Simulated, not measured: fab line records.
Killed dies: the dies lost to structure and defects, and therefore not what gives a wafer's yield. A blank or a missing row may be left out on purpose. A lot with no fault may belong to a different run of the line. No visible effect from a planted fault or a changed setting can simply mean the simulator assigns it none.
What tool caused it? + flow gf180mcu + 11 lots, 33 wafers sampled, at 6 steps of a route of 602

== WHAT THE GAUGES SHOWED, per wafer ==
GF_M3_RS_MEAS_05: the measuring method here is four-point-probe. Usual: M3_ALCU_RS typically reads 0.0695 ohm/sq, with standard deviation 0.00068.
| lot  | measured     | on            | M3_ALCU_RS (ohm/sq)  | flag |
|------|--------------|---------------|----------------------|------|
| L914 | day 20 12:38 | film_metro-04 | 0.0698 0.0698 0.0695 |      |
| L915 | day 20 20:43 | film_metro-01 | 0.0682 0.0684 0.0688 |      |
| L918 | day 22 02:52 | film_metro-02 | 0.0702 0.0711 0.0700 |      |
| L919 | day 22 11:48 | film_metro-02 | 0.0693 0.0690 0.0696 |      |
| L920 | day 22 18:29 | film_metro-02 | 0.0693 0.0694 0.0692 |      |
| L924 | day 24 07:55 | film_metro-02 | 0.0699 0.0699 0.0698 |      |
| L928 | day 25 11:28 | film_metro-04 | 0.0693 0.0691 0.0690 |      |
| L929 | day 26 01:59 | film_metro-01 | 0.0688 0.0684 0.0693 |      |
| L931 | day 26 15:17 | film_metro-02 | 0.0704 0.0706 0.0693 |      |
| L934 | day 27 09:55 | film_metro-04 | 0.0684 0.0684 0.0686 |      |
| L937 | day 28 07:33 | film_metro-01 | 0.0702 0.0692 0.0699 |      |

GF_M3_THK_MEAS_06: measures by xrf. Usual: M3_ALCU_THK typically reads 446 nm, with standard deviation 5.1.
| lot  | measured     | on            | M3_ALCU_THK (nm) | flag |
|------|--------------|---------------|------------------|------|
| L914 | day 20 12:44 | film_metro-04 | 443 444 446      |      |
| L915 | day 20 20:50 | film_metro-01 | 453 453 453      |      |
| L918 | day 22 02:59 | film_metro-02 | 441 435 443      |      |
| L919 | day 22 11:55 | film_metro-02 | 447 452 446      |      |
| L920 | day 22 18:37 | film_metro-02 | 449 446 447      |      |
| L924 | day 24 08:01 | film_metro-02 | 444 443 444      |      |
| L928 | day 25 11:34 | film_metro-04 | 448 454 449      |      |
| L929 | day 26 02:06 | film_metro-01 | 447 452 446      |      |
| L931 | day 26 15:24 | film_metro-02 | 438 440 449      |      |
| L934 | day 27 10:01 | film_metro-04 | 455 454 452      |      |
| L937 | day 28 07:40 | film_metro-01 | 439 446 442      |      |

GF_V3_RS_MEAS_24: the measuring method here is four-point-probe. Usual: V3_W_RS typically reads 0.330 ohm/sq, with standard deviation 0.0032.
| lot  | measured     | on            | V3_W_RS (ohm/sq)  | flag |
|------|--------------|---------------|-------------------|------|
| L914 | day 22 15:05 | film_metro-02 | 0.323 0.330 0.322 |      |
| L915 | day 22 22:21 | film_metro-04 | 0.328 0.328 0.329 |      |
| L918 | day 24 03:34 | film_metro-02 | 0.328 0.328 0.332 |      |
| L919 | day 24 12:05 | film_metro-02 | 0.335 0.336 0.332 |      |
| L920 | day 24 17:55 | film_metro-04 | 0.328 0.333 0.328 |      |
| L924 | day 26 05:38 | film_metro-04 | 0.328 0.331 0.330 |      |
| L928 | day 27 07:59 | film_metro-02 | 0.288 0.293 0.293 | OFF  |
| L929 | day 27 22:11 | film_metro-02 | 0.291 0.291 0.287 | OFF  |
| L931 | day 28 10:34 | film_metro-02 | 0.322 0.327 0.325 |      |
| L934 | day 29 03:56 | film_metro-02 | 0.329 0.331 0.331 |      |
| L937 | day 30 00:40 | film_metro-04 | 0.336 0.330 0.334 |      |

GF_V3_THK_MEAS_25: measures by xrf. Usual: V3_W_THK typically reads 339 nm, with standard deviation 3.3.
| lot  | measured     | on            | V3_W_THK (nm) | flag |
|------|--------------|---------------|---------------|------|
| L914 | day 22 15:10 | film_metro-02 | 343 337 345   |      |
| L915 | day 22 22:28 | film_metro-04 | 338 339 338   |      |
| L918 | day 24 03:41 | film_metro-02 | 335 339 335   |      |
| L919 | day 24 12:12 | film_metro-02 | 333 332 335   |      |
| L920 | day 24 18:02 | film_metro-04 | 340 336 341   |      |
| L924 | day 26 05:44 | film_metro-04 | 341 339 339   |      |
| L928 | day 27 08:04 | film_metro-02 | 386 379 379   | OFF  |
| L929 | day 27 22:18 | film_metro-02 | 381 383 385   | OFF  |
| L931 | day 28 10:40 | film_metro-02 | 344 340 343   |      |
| L934 | day 29 04:02 | film_metro-02 | 339 339 338   |      |
| L937 | day 30 00:47 | film_metro-04 | 334 339 338   |      |

== TOOL THAT RAN EACH LOT (tool first, then ch and the chambers of the sampled wafers, then the start) ==
| lot  | GF_M3_METAL_ETCH_16               | GF_V3_CVD_23                  |
|------|-----------------------------------|-------------------------------|
| L914 | rie_metal-01 ch 0,1, day 21 12:53 | cvd_w-02 ch 0,1, day 22 14:57 |
| L915 | rie_metal-01 ch 0,1, day 21 20:41 | cvd_w-01 ch 0,1, day 22 22:14 |
| L918 | rie_metal-01 ch 0,1, day 23 02:22 | cvd_w-01 ch 0, day 24 03:27   |
| L919 | rie_metal-03 ch 0,1, day 23 10:41 | cvd_w-01 ch 0,1, day 24 11:58 |
| L920 | rie_metal-02 ch 0,1, day 23 17:27 | cvd_w-02 ch 1, day 24 17:48   |
| L924 | rie_metal-01 ch 0,1, day 25 06:16 | cvd_w-01 ch 0,1, day 26 05:32 |
| L928 | rie_metal-02 ch 0,1, day 26 08:59 | cvd_w-01 ch 0,1, day 27 07:51 |
| L929 | rie_metal-03 ch 0, day 26 22:56   | cvd_w-01 ch 1, day 27 22:04   |
| L931 | rie_metal-01 ch 0,1, day 27 11:47 | cvd_w-02 ch 0,1, day 28 10:26 |
| L934 | rie_metal-03 ch 0,1, day 28 05:59 | cvd_w-02 ch 0,1, day 29 03:50 |
| L937 | rie_metal-02 ch 0,1, day 29 03:23 | cvd_w-02 ch 0,1, day 30 00:32 |
- GF_M3_METAL_ETCH_16: etches the open film in Cl2/BCl3, stops on SiO2, target depth 627.5 nm, time 104.6 s.
- GF_V3_CVD_23: deposits W, target thk 350 nm, time 104.9 s.

== AS READ BY THE TOOLS THEMSELVES (means over the sampled wafers that have a number; for cases with no such wafer, the mark the record gives instead) ==
GF_M3_METAL_ETCH_16. Usual: drypump_motor_current_A 5.7 A, standard deviation 0.4; oes_product_au 0.972 a.u., standard deviation 0.0056; rf_fwd_power_W 795.5 W, standard deviation 3; throttle_valve_pct 28.250 %, standard deviation 0.0095.
| lot  | tool         | drypump_motor_current_A (A) | oes_product_au (a.u.) | rf_fwd_power_W (W) | throttle_valve_pct (%) | flag |
|------|--------------|-----------------------------|-----------------------|--------------------|------------------------|------|
| L914 | rie_metal-01 | 5.5                         | 0.971                 | 792.9              | 28.239                 |      |
| L915 | rie_metal-01 | 5.9                         | 0.978                 | 794.8              | 28.244                 |      |
| L918 | rie_metal-01 | 5.9                         | 0.972                 | 795.4              | 28.255                 |      |
| L919 | rie_metal-03 | 5.5                         | 0.973                 | 796.0              | 28.242                 |      |
| L920 | rie_metal-02 | 5.6                         | 0.975                 | 795.0              | 28.246                 |      |
| L924 | rie_metal-01 | 5.5                         | 0.969                 | 793.6              | 28.253                 |      |
| L928 | rie_metal-02 | 5.6                         | 0.975                 | 798.3              | 28.252                 |      |
| L929 | rie_metal-03 | 5.4                         | 0.974                 | 794.0              | 28.245                 |      |
| L931 | rie_metal-01 | 5.5                         | 0.966                 | 793.4              | 28.253                 |      |
| L934 | rie_metal-03 | 5.5                         | 0.975                 | 795.8              | 28.247                 |      |
| L937 | rie_metal-02 | 5.6                         | 0.968                 | 795.0              | 28.251                 |      |

GF_V3_CVD_23. Usual: chamber_pressure_Torr 39.98 Torr, standard deviation 0.097; heater_power_w 790 W, standard deviation 71.
| lot  | tool     | chamber_pressure_Torr (Torr) | heater_power_w (W) | flag |
|------|----------|------------------------------|--------------------|------|
| L914 | cvd_w-02 | 40.03                        | 809                |      |
| L915 | cvd_w-01 | 40.15                        | 748                |      |
| L918 | cvd_w-01 | 39.96                        | 818                |      |
| L919 | cvd_w-01 | 39.95                        | 762                |      |
| L920 | cvd_w-02 | 39.88                        | 755                |      |
| L924 | cvd_w-01 | 39.99                        | 746                |      |
| L928 | cvd_w-01 | 51.42                        | 741                | OFF  |
| L929 | cvd_w-01 | 51.30                        | 716                | OFF  |
| L931 | cvd_w-02 | 40.01                        | 871                |      |
| L934 | cvd_w-02 | 40.02                        | 860                |      |
| L937 | cvd_w-02 | 40.02                        | 814                |      |

== THE ANSWER, worked out from the rows above alone ==
Rule: a lot is off if the mean of its wafers that have a number lies more than 3 standard deviations from the usual mean. Also off: a lot with no number at a reading for which 4 or more lots have one. All remaining lots with rows at the step are treated as sound. The gauges are gone through in route order, then the tools' own readings, and for those a lot's mean is taken as printed above. At the first step where some lot is off, the reading lying furthest off is the one used; lots without a number count as furthest.
Off: L928, L929, seen at GF_V3_RS_MEAS_24 (V3_W_RS).
A tool fits if, at a process step before that reading, it ran every lot that is off, and no sound lot after the first of them. The gauges at GF_V3_RS_MEAS_24 aren't tried: what is off there is off at GF_V3_CVD_23 too, on other tools, and a gauge's error can't cause that. One fits: GF_V3_CVD_23 on cvd_w-01. A fault onset in the window from L924 (day 26 05:32, its last sound lot) to L928 (day 27 07:51, its first lot off) fits.
On the lots that are off, the tool's own readings at GF_V3_CVD_23 differ by more than 5 times the standard deviation of the sound lots' means, which bears it out; chamber_pressure_Torr reads 51.36 Torr there versus 40.00 Torr on the sound lots.

== WHAT WAS PUT IN BY THE SIMULATOR ==
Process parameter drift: cvd_w-01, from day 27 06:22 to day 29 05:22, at GF_V3_CVD_23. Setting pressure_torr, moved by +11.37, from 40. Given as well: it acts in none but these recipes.
Shown lots that were struck: L928, L929. The rule given above showed the same thing.
